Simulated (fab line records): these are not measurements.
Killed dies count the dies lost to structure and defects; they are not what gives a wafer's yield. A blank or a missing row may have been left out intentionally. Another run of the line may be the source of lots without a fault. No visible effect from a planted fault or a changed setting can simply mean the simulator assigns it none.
8D (eight disciplines) problem report, filled in by code / flow sky130 / the parts of the form that need people (team, actions taken, sign-off) are left out

== 1. PROBLEM STATEMENT ==
At SKY_GATE_OXIDE_WET_ETCH_12, run-length-s averages 156 s over 9 wafers from 3 lots, while fault-free wafers read 363 s, standard deviation 3.3. Relative to the usual mean, that is a shift of -63 standard deviations.
The step: etches SiO2 in dHF, target depth 16.8 nm, time 336 s.
First observed at day 16 03:06: wafer L530.2, on wet-bench-01. The record has a number at this step for 45 wafers belonging to 15 lots. The rule behind "out" and "out of limits": a value lying over 4 standard deviations away from the usual mean. Any other wafer with a number is counted as sound.

== 2. WHAT IT IS AND WHAT IT IS NOT ==
question=which readings at this step | is=run-length-s | is not=-
question=which lots | is=L530, L531, L534 | is not=L526, L527, L528, L529, L540, L541, L542, L543, L544, L545, L546, L548
question=which wafers of those lots | is=all that have a number | is not=-
question=read on which tools | is=wet-bench-01 | is not=wet-bench-02, wet-bench-04
question=when | is=from day 16 03:06 | is not=up to then (12 sound wafers); but 24 sound wafers of L540, L541, L542, L543, L544, L545, L546, L548 came after

== 3. THE SUSPECTS, EACH WITH WHAT RULES IT OUT ==
Counting: a tool stays on the suspect list if, at a process step up to the reading, it processed all lots that are out and no sound lot following the first of them.
- wet-bench-01 at SKY_GATE_OXIDE_WET_ETCH_12 (etches SiO2 in dHF, target depth 16.8 nm, time 336 s): ruled out as a lasting fault. Following L530 (day 16 03:06), the first lot on it that is out, the sound lots L544, L546 were run on it.
Left after counting: nothing in the record.

== 4. THE CAUSE (what the simulator had put in) ==
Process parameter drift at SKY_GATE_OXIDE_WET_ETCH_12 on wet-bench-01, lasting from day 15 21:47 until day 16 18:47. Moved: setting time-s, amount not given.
Counting ruled it out, wrongly.

== 5. THE EFFECT CHAIN, in route order ==
Rows list readings where the struck wafers' mean (over those with a number) sits beyond 3 standard deviations from the usual. Scope: only readings with a usual standard deviation given in the record; hours: median across lots of the time from each lot's start at the first step in this table that gives one to its start at this step; sigmas: change in usual standard deviations.
hours=0; step=SKY_GATE_OXIDE_WET_ETCH_12; reading=run-length-s; usual=363 s; on struck wafers=156; change=-207; sigmas=-63
hours=748; step=SKY_PAD_OPEN_PROBE_99; reading=killed-at-front-end; usual=15; on struck wafers=422; change=+407; sigmas=+99 or more
hours=748; step=SKY_PAD_OPEN_PROBE_99; reading=killed-dies; usual=87; on struck wafers=492; change=+405; sigmas=+43
hours=748; step=SKY_PAD_OPEN_PROBE_99; reading=killed-on-rim; usual=17; on struck wafers=96; change=+79; sigmas=+21
It contains these process steps:
- SKY_GATE_OXIDE_WET_ETCH_12: etches SiO2 in dHF, target depth 16.8 nm, time 336 s.
- SKY_PAD_OPEN_PROBE_99

== 6. WHAT WOULD HAVE CAUGHT IT SOONER ==
In this record the first reading out of limits was taken at day 16 03:06, 5 hours after the fault began at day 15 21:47.
